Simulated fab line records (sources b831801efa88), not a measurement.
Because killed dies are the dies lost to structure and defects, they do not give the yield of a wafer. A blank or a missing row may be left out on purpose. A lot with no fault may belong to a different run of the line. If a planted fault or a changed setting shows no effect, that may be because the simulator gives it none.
What tool caused it? | flow sky130 | 39 wafers from 13 lots sampled at 7 of the route's 708 steps

== WHAT THE GAUGES SHOWED, per wafer ==
SKY_FIELD_ISO_THK_MEAS_04. Usual: for FIELD_ISO_CVD_03_THK the level is 165.1 nm and the standard deviation is 1.4.
lot  | measured    | on            | FIELD_ISO_CVD_03_THK (nm) | flag
L227 | day 1 19:22 | film_metro-04 | 162.6 162.4 162.8         |
L230 | day 2 09:29 | film_metro-02 | 165.8 164.4 165.1         |
L231 | day 2 17:23 | film_metro-03 | 166.4 167.7 167.0         |
L232 | day 2 19:29 | film_metro-03 | 165.5 165.7 166.1         |
L237 | day 3 21:45 | film_metro-04 | 164.9 166.5 165.8         |
L238 | day 4 04:10 | film_metro-03 | 164.8 165.0 164.7         |
L240 | day 4 13:50 | film_metro-03 | 165.8 164.4 164.8         |
L242 | day 5 00:34 | film_metro-03 | 164.9 164.2 165.6         |
L243 | day 5 03:25 | film_metro-04 | 163.5 165.0 165.7         |
L245 | day 5 12:29 | film_metro-04 | 164.6 164.6 164.9         |
L246 | day 5 18:16 | film_metro-04 | 163.9 163.8 165.4         |
L247 | day 5 22:42 | film_metro-04 | 165.8 165.8 165.9         |
L248 | day 6 05:20 | film_metro-04 | 167.3 166.1 167.1         |

SKY_VT_ADJUST_NCORE_CD_MEAS_07 targets a cd of 380 nm. Usual: cd_nm at 380.1 nm, with a standard deviation of 2.6.
lot  | measured     | on        | cd_nm (nm)        | flag
L227 | day 8 20:52  | cd_sem-02 | 379.9 381.2 379.2 |
L230 | day 9 19:40  | cd_sem-01 | 381.3 380.8 380.2 |
L231 | day 10 02:23 | cd_sem-01 | 383.1 385.5 381.0 |
L232 | day 10 03:16 | cd_sem-01 | - - -             | OFF
L237 | day 12 01:01 | cd_sem-01 | 380.5 377.7 378.4 |
L238 | day 12 04:56 | cd_sem-02 | 374.2 374.8 375.8 |
L240 | day 12 17:10 | cd_sem-01 | 380.3 380.8 380.3 |
L242 | day 13 07:59 | cd_sem-02 | 381.8 380.7 380.6 |
L243 | day 13 11:38 | cd_sem-02 | 382.4 379.7 380.8 |
L245 | day 14 15:52 | cd_sem-01 | 378.9 378.6 380.1 |
L246 | day 14 09:44 | cd_sem-01 | 383.6 383.3 382.5 |
L247 | day 14 14:04 | cd_sem-01 | 383.7 383.8 386.0 |
L248 | day 14 23:40 | cd_sem-01 | 381.2 382.0 381.2 |

SKY_VT_ADJUST_NCORE_TW_MEAS_11. Usual: for VT_ADJUST_NCORE_TW the level is 220.3 and the standard deviation is 1.5.
lot  | measured     | on            | VT_ADJUST_NCORE_TW | flag
L227 | day 8 21:16  | film_metro-03 | 218.4 218.7 218.6  |
L230 | day 9 20:05  | film_metro-04 | 219.5 219.2 219.7  |
L231 | day 10 02:47 | film_metro-02 | 222.3 222.2 222.9  |
L232 | day 10 03:40 | film_metro-04 | 29.9 30.1 30.1     | OFF
L237 | day 12 01:25 | film_metro-03 | 219.7 218.3 219.0  |
L238 | day 12 05:20 | film_metro-04 | 220.8 220.2 219.3  |
L240 | day 12 17:33 | film_metro-03 | 218.0 219.2 218.4  |
L242 | day 13 08:23 | film_metro-04 | 220.4 220.9 220.7  |
L243 | day 13 12:02 | film_metro-02 | 224.2 222.6 224.0  |
L245 | day 14 16:16 | film_metro-04 | 219.9 220.3 220.1  |
L246 | day 14 10:08 | film_metro-02 | 221.8 221.1 222.6  |
L247 | day 14 14:28 | film_metro-04 | 220.3 220.3 219.7  |
L248 | day 15 00:04 | film_metro-02 | 221.2 220.5 221.5  |

SKY_VT_ADJUST_HVTR_TW_MEAS_11. Usual: for VT_ADJUST_HVTR_TW the level is 210.9 and the standard deviation is 2.4.
lot  | measured     | on            | VT_ADJUST_HVTR_TW | flag
L227 | day 9 18:19  | film_metro-01 | 207.6 208.7 207.7 |
L230 | day 10 18:37 | film_metro-02 | 214.3 213.4 213.4 |
L231 | day 11 00:59 | film_metro-04 | 212.7 213.3 211.8 |
L232 | day 11 03:04 | film_metro-02 | 266.8 267.0 266.6 | OFF
L237 | day 13 02:13 | film_metro-02 | 216.1 216.2 214.6 |
L238 | day 13 06:32 | film_metro-04 | 212.5 211.5 212.1 |
L240 | day 13 18:47 | film_metro-04 | 211.9 212.9 212.7 |
L242 | day 14 09:37 | film_metro-04 | 211.6 213.0 212.1 |
L243 | day 14 13:42 | film_metro-01 | 209.5 210.2 209.6 |
L245 | day 15 19:43 | film_metro-01 | 209.5 209.3 210.0 |
L246 | day 15 13:27 | film_metro-01 | 208.9 209.6 209.0 |
L247 | day 15 18:01 | film_metro-01 | 210.4 209.2 209.0 |
L248 | day 16 03:28 | film_metro-02 | 213.0 212.4 212.0 |

SKY_LDD_N_OVL_MEAS_07. Usual: for LDD_N_OVL the level is -0.7 nm and the standard deviation is 1.2.
lot  | measured     | on         | LDD_N_OVL (nm) | flag
L227 | day 17 22:16 | overlay-02 | 0.2 1.0 -1.2   |
L230 | day 19 08:34 | overlay-02 | -1.2 -0.7 -1.8 |
L231 | day 19 18:46 | overlay-01 | -2.0 -1.6 -2.1 |
L232 | day 19 18:22 | overlay-02 | -1.0 -1.3 -2.1 |
L237 | day 21 23:46 | overlay-02 | -2.0 -0.3 -1.0 |
L238 | day 22 06:34 | overlay-01 | -0.9 -1.1 -3.5 |
L240 | day 23 01:26 | overlay-01 | 0.7 0.0 0.8    |
L242 | day 23 13:19 | overlay-01 | -0.9 -1.0 -0.6 |
L243 | day 24 00:22 | overlay-01 | -1.3 0.6 0.4   |
L245 | day 25 06:01 | overlay-01 | -1.2 -1.6 -0.8 |
L246 | day 24 20:34 | overlay-01 | 0.8 0.4 1.3    |
L247 | day 25 03:49 | overlay-01 | -0.3 1.1 -1.6  |
L248 | day 25 12:40 | overlay-02 | 0.7 2.2 0.5    |

== WHICH TOOL RAN EACH LOT (tool, then ch and the chambers of the sampled wafers, then the start) ==
lot  | SKY_VT_ADJUST_NCORE_EXPOSE_04       | SKY_VT_ADJUST_HVTR_STRIP_10
L227 | iline_stepper-02 ch 0, day 8 10:35  | plasma_asher-01 ch 0,1, day 9 18:13
L230 | iline_stepper-01 ch 0, day 9 08:55  | plasma_asher-04 ch 0,1, day 10 18:31
L231 | iline_stepper-01 ch 0, day 9 15:02  | plasma_asher-01 ch 0,1, day 11 00:52
L232 | iline_stepper-02 ch 0, day 9 15:44  | plasma_asher-01 ch 0,1, day 11 02:58
L237 | iline_stepper-02 ch 0, day 11 12:25 | plasma_asher-01 ch 0,1, day 13 02:07
L238 | iline_stepper-01 ch 0, day 11 16:31 | plasma_asher-03 ch 0,1, day 13 06:25
L240 | iline_stepper-01 ch 0, day 12 05:18 | plasma_asher-03 ch 0,1, day 13 18:42
L242 | iline_stepper-02 ch 0, day 12 19:22 | plasma_asher-04 ch 0,1, day 14 09:30
L243 | iline_stepper-02 ch 0, day 12 23:20 | plasma_asher-01 ch 0,1, day 14 13:35
L245 | iline_stepper-02 ch 0, day 14 04:08 | plasma_asher-03 ch 0, day 15 19:37
L246 | iline_stepper-01 ch 0, day 13 21:01 | plasma_asher-04 ch 0,1, day 15 13:20
L247 | iline_stepper-01 ch 0, day 14 01:37 | plasma_asher-03 ch 0,1, day 15 17:55
L248 | iline_stepper-02 ch 0, day 14 10:43 | plasma_asher-03 ch 0,1, day 16 03:22
- SKY_VT_ADJUST_NCORE_EXPOSE_04: exposes mask LVTN COMPLEMENT THIN, target cd 380 nm.
- SKY_VT_ADJUST_HVTR_STRIP_10: strips in O2/N2.

== WHAT THE TOOLS THEMSELVES READ (means of the sampled wafers that have a number; where no wafer has one, the mark that the record gives instead) ==
SKY_VT_ADJUST_HVTR_STRIP_10. Usual: drypump_motor_current_A 5.95 A, standard deviation 0.26; oes_product_au 0.716 a.u., standard deviation 0.0046; strip_time_to_endpoint_s 14.19 s, standard deviation 0.039.
lot  | tool            | drypump_motor_current_A (A) | oes_product_au (a.u.) | strip_time_to_endpoint_s (s) | flag
L227 | plasma_asher-01 | 6.07                        | 0.716                 | 14.21                        |
L230 | plasma_asher-04 | 5.96                        | 0.721                 | 14.19                        |
L231 | plasma_asher-01 | 5.85                        | 0.714                 | 14.19                        |
L232 | plasma_asher-01 | 5.86                        | 0.716                 | 14.21                        |
L237 | plasma_asher-01 | 5.87                        | 0.716                 | 14.22                        |
L238 | plasma_asher-03 | 6.00                        | 0.721                 | 14.20                        |
L240 | plasma_asher-03 | 6.01                        | 0.714                 | 14.21                        |
L242 | plasma_asher-04 | 5.93                        | 0.718                 | 14.18                        |
L243 | plasma_asher-01 | 5.86                        | 0.719                 | 14.21                        |
L245 | plasma_asher-03 | 5.66                        | 0.713                 | 14.20                        |
L246 | plasma_asher-04 | 5.99                        | 0.714                 | 14.15                        |
L247 | plasma_asher-03 | 5.99                        | 0.714                 | 14.25                        |
L248 | plasma_asher-03 | 5.81                        | 0.718                 | 14.19                        |

== THE ANSWER, worked out from the rows above alone ==
Rule: take the mean of a lot's wafers that have a number; if it is more than 3 standard deviations from the usual mean, the lot is off. A lot without any number at a reading at which 4 lots or more have one is off too. The other lots that the step has rows for count as sound. First the gauges in route order, then the tools' own readings, where a lot's mean is used as printed above. The first step at which some lot is off is used, and at that step the reading that is off furthest; a lot without a number counts as furthest.
Off, at SKY_VT_ADJUST_NCORE_CD_MEAS_07 on cd_nm: L232. Without a number there: L232.
A tool fits if, at a process step before that reading, it ran every lot that is off, and no sound lot after the first of them. The gauges at SKY_VT_ADJUST_NCORE_CD_MEAS_07 aren't tried: what is off there is off at SKY_VT_ADJUST_NCORE_TW_MEAS_11 too, on other tools, and a gauge's error can't cause that. None of those tried fits.

== WHAT HAD BEEN PUT IN BY THE SIMULATOR ==
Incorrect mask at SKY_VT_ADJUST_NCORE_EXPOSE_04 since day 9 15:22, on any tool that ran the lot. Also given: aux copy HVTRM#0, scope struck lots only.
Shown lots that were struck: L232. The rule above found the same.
